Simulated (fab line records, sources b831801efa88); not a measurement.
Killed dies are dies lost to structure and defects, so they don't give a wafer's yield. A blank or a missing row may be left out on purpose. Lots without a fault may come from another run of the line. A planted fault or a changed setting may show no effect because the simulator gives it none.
Which tool did it? | flow sky130 | 7 lots, 21 wafers sampled, at 4 steps of a route of 708

WHAT THE GAUGES READ, wafer by wafer
SKY_SD_N_TW_MEAS_12.
lot  | measured     | on            | SD_N_TW
L910 | day 29 18:29 | film_metro-02 | 31 31 31
L913 | day 30 12:39 | film_metro-02 | 4007 4011 4001
L922 | day 32 23:24 | film_metro-02 | 4027 4015 4026
L924 | day 33 15:39 | film_metro-02 | 4009 4003 4003
L926 | day 34 03:46 | film_metro-02 | 4029 4029 4030
L928 | day 34 22:58 | film_metro-02 | 4031 4035 4004
L930 | day 35 22:19 | film_metro-03 | 4029 4018 4001

WHICH TOOL RAN EACH LOT (tool, then ch and the chambers of the sampled wafers, then the start)
lot  | SKY_POLY_CUT_STRIP_12                | SKY_RES_XHIGH_STRIP_08               | SKY_SD_N_STRIP_11
L910 | plasma_asher-01 ch 0,1, day 26 02:08 | plasma_asher-03 ch 0, day 28 12:58   | plasma_asher-04 ch 0, day 29 18:22
L913 | plasma_asher-01 ch 1, day 26 21:48   | plasma_asher-01 ch 0,1, day 29 07:55 | plasma_asher-04 ch 1, day 30 12:32
L922 | plasma_asher-03 ch 0,1, day 29 10:14 | plasma_asher-03 ch 0,1, day 31 18:59 | plasma_asher-02 ch 0,1, day 32 23:17
L924 | plasma_asher-03 ch 1, day 30 03:50   | plasma_asher-01 ch 0,1, day 32 11:49 | plasma_asher-01 ch 0,1, day 33 15:32
L926 | plasma_asher-03 ch 0,1, day 30 14:53 | plasma_asher-01 ch 0,1, day 32 23:31 | plasma_asher-04 ch 0,1, day 34 03:40
L928 | plasma_asher-04 ch 0,1, day 31 12:47 | plasma_asher-02 ch 0,1, day 33 19:07 | plasma_asher-01 ch 0,1, day 34 22:52
L930 | plasma_asher-01 ch 0,1, day 32 13:12 | plasma_asher-02 ch 0,1, day 34 19:56 | plasma_asher-02 ch 0,1, day 35 22:13
- SKY_POLY_CUT_STRIP_12: strips in O2/N2.
- SKY_RES_XHIGH_STRIP_08: strips in O2/N2.
- SKY_SD_N_STRIP_11: strips in O2/N2.

THE ANSWER, worked out from the rows above alone
Rule: what is usual is taken from the lots themselves. Put in order of their means at a reading, lots are off if they are a third of the lots or fewer, leave a main group of 4 or more, and stand apart from it by a gap of 3 or more times the standard deviation of the main group's means; of several such gaps the widest counts. A main group whose means are all the same, to the digits that the tables above print for the reading, isn't used. A lot without any number at a reading at which 4 lots or more have one is off too. The other lots that the step has rows for count as sound.
Off: L910, at SKY_SD_N_TW_MEAS_12 (SD_N_TW). The main group: mean 4017, standard deviation 9.
A tool fits if, at a process step before that reading, it ran every lot that is off, and no sound lot after the first of them. The gauges at SKY_SD_N_TW_MEAS_12 are tried like those tools. None of those tried fits.

WHAT THE SIMULATOR HAD PUT IN
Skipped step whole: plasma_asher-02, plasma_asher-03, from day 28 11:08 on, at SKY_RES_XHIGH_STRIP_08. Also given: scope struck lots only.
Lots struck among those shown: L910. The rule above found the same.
